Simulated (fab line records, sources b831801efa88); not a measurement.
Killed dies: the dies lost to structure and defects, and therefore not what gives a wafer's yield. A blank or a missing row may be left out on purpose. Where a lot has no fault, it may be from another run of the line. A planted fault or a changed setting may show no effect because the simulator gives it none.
A struck lot beside a sound one	flow sky130	42 out of 708 route steps
Sound: these wafers, L813.1, L813.2, L813.3. The struck wafers were L829.1, L829.2, L829.6. The cause comes at the end.
Order at every step that has rows: each side's tool, ch and its chambers, its first start. Under that, the readings that differ: sound wafers	struck wafers	difference of the means	sigmas: that difference in standard deviations of wafers without a fault.
alike: words and numbers the same on both sides, and readings whose means are apart by under 2 such deviations; not compared: readings that were withheld, readings missing a value for some wafer, numbers with overlapping values and no deviation given by the record, and bounds like >300 which may hide the same value.
Wherever a step has rows on one side only, a row that says differs or no value, or a row with sigmas, the two part there. Numbers that have no deviation but don't overlap get no sigmas and don't part them. A reading that every wafer of one side lacks parts them only if that side has two wafers or more.

SKY_PWDE_STRIP_09: strips in O2/N2.
  sound on plasma-asher-02 ch 0,1, day 4 13:53; struck on plasma-asher-04 ch 0,1, day 8 10:30
  alike: drypump-motor-current-A, n2-flow-sccm, oes-product-au, strip-time-to-endpoint-s
  not compared: rf-hours-counter-h
SKY_PWDE_TW_MEAS_10:
  sound on film-metro-03, day 4 13:59; struck on film-metro-02, day 8 10:36
  alike: PWDE_TW
then, 7 steps without rows for these wafers: SKY_NWELL_DEHYDRATE_03 (time 60 s); SKY_NWELL_HMDS_04 (prime time 60 s); SKY_NWELL_COAT_05 (resist thk 3000 nm); SKY_NWELL_SOFTBAKE_06; SKY_NWELL_EXPOSE_07 (exposes mask NWM, target cd 840 nm); SKY_NWELL_PEB_08; SKY_NWELL_DEVELOP_09 (develop time 57.24 s).
SKY_NWELL_OVL_MEAS_10:
  sound on overlay-02, day 5 07:04; struck on overlay-02, day 9 07:56
  alike: NWELL_00_OVL
then, 2 steps without rows for these wafers: SKY_NWELL_IMPLANT_11; SKY_NWELL_IMPLANT_12.
SKY_NWELL_IMPLANT_13:
  sound on implanter-01 ch 0, day 5 07:24; struck on implanter-03 ch 0, day 9 08:16
SKY_NWELL_STRIP_14: strips in O2/N2.
  sound on plasma-asher-04 ch 0,1, day 5 07:33; struck on plasma-asher-02 ch 0,1, day 9 08:25
  alike: drypump-motor-current-A, n2-flow-sccm, oes-product-au, strip-time-to-endpoint-s
  not compared: rf-hours-counter-h
SKY_NWELL_TW_MEAS_15:
  sound on film-metro-03, day 5 07:39; struck on film-metro-02, day 9 08:31
  alike: NWELL_TW
then, 7 steps without rows for these wafers: SKY_NWELL_DEHYDRATE_16 (time 60 s); SKY_NWELL_HMDS_17 (prime time 60 s); SKY_NWELL_COAT_18 (resist thk 3000 nm); SKY_NWELL_SOFTBAKE_19; SKY_NWELL_EXPOSE_20 (exposes mask NWM COMPLEMENT, target cd 840 nm); SKY_NWELL_PEB_21; SKY_NWELL_DEVELOP_22 (develop time 60 s).
SKY_NWELL_OVL_MEAS_23:
  sound on overlay-02, day 6 08:05; struck on overlay-02, day 10 06:49
  alike: NWELL_01_OVL
then, 1 step without rows for these wafers: SKY_NWELL_IMPLANT_24.
SKY_NWELL_STRIP_25: strips in O2/N2.
  sound on plasma-asher-02 ch 0,1, day 6 08:16; struck on plasma-asher-04 ch 0,1, day 10 07:00
  alike: drypump-motor-current-A, n2-flow-sccm, oes-product-au, strip-time-to-endpoint-s
  not compared: rf-hours-counter-h
SKY_NWELL_TW_MEAS_26:
  sound on film-metro-01, day 6 08:22; struck on film-metro-01, day 10 07:06
  alike: NWELL_2_TW
then, 1 step without rows for these wafers: SKY_NWELL_CLEAN_27 (cleans in SC1/SC2, time 150 s).
SKY_NWELL_RTA_28: time 30 s.
  sound on rtp-anneal-02 ch 0, day 6 08:29; struck on rtp-anneal-01 ch 0, day 10 07:16
  alike: chamber-o2-ppm, lamp-power-pct, wafer_temp_C_max
SKY_NWELL_RS_MEAS_29: measures by four-point-probe.
  sound on film-metro-01, day 6 08:35; struck on film-metro-03, day 10 07:22
  alike: NWELL_RS
SKY_NWELL_RS_MEAS_31: measures by four-point-probe.
  sound on film-metro-01, day 6 08:49; struck on film-metro-03, day 10 07:36
  alike: PWDE_RS
then, 7 steps without rows for these wafers: SKY_VT_ADJUST_HVTP_DEHYDRATE_00 (time 60 s); SKY_VT_ADJUST_HVTP_HMDS_01 (prime time 60 s); SKY_VT_ADJUST_HVTP_COAT_02 (resist thk 1140 nm); SKY_VT_ADJUST_HVTP_SOFTBAKE_03 (time 60 s); SKY_VT_ADJUST_HVTP_EXPOSE_04 (exposes mask HVTPM, target cd 380 nm); SKY_VT_ADJUST_HVTP_PEB_05; SKY_VT_ADJUST_HVTP_DEVELOP_06 (develop time 60 s).
SKY_VT_ADJUST_HVTP_CD_MEAS_07: target cd 380 nm.
  sound on cd-sem-01, day 7 03:52; struck on cd-sem-01, day 11 06:59
  alike: cd-nm
SKY_VT_ADJUST_HVTP_OVL_MEAS_08:
  sound on overlay-02, day 7 03:59; struck on overlay-01, day 11 07:07
  alike: VT_ADJUST_HVTP_OVL
then, 1 step without rows for these wafers: SKY_VT_ADJUST_HVTP_IMPLANT_09.
SKY_VT_ADJUST_HVTP_STRIP_10: strips in O2/N2.
  sound on plasma-asher-01 ch 0,1, day 7 04:10; struck on plasma-asher-04 ch 0,1, day 11 07:17
  alike: drypump-motor-current-A, n2-flow-sccm, oes-product-au, strip-time-to-endpoint-s
  not compared: rf-hours-counter-h
-- here the record skips 39 days between the struck wafers' starts before and after, leaving off in module VT_ADJUST_HVTP and picking up in module PAD_OPEN (first step shown: number 708 of the route) --
SKY_PAD_OPEN_PROBE_99:
  sound on prober-02, day 47 01:11; struck on prober-02, day 50 10:20
reading	sound	struck	difference	sigmas
model.etest.pfet_16v.vt-v (V)	-1.074 -1.073 -1.08	-1.071 -1.068 -1.064	+0.008	
model.etest.pfet_01v8_lvt.vt-long-v (V)	-0.6398 -0.6427 -0.641	-0.6395 -0.6326 -0.634	+0.0058	
model.etest.pfet_01v8_lvt.vt-v-range	0.01318 0.01533 0.0142	0.0317 0.03208 0.03099	+0.0174	
  alike: killed_at_M0_to_M3, killed_at_M4_up, killed-at-contacts, killed-at-front-end, killed-at-other, killed-dies, killed-open, killed-short
  not compared: model.etest.pfet-g5v0d10v5.vt-long-v, model.etest.pfet-g5v0d10v5.vt-v-range, model.etest.pfet_01v8.vt-v-range

## WHERE THEY PART
Nowhere in this record.

WHY: what had been put in by the simulator
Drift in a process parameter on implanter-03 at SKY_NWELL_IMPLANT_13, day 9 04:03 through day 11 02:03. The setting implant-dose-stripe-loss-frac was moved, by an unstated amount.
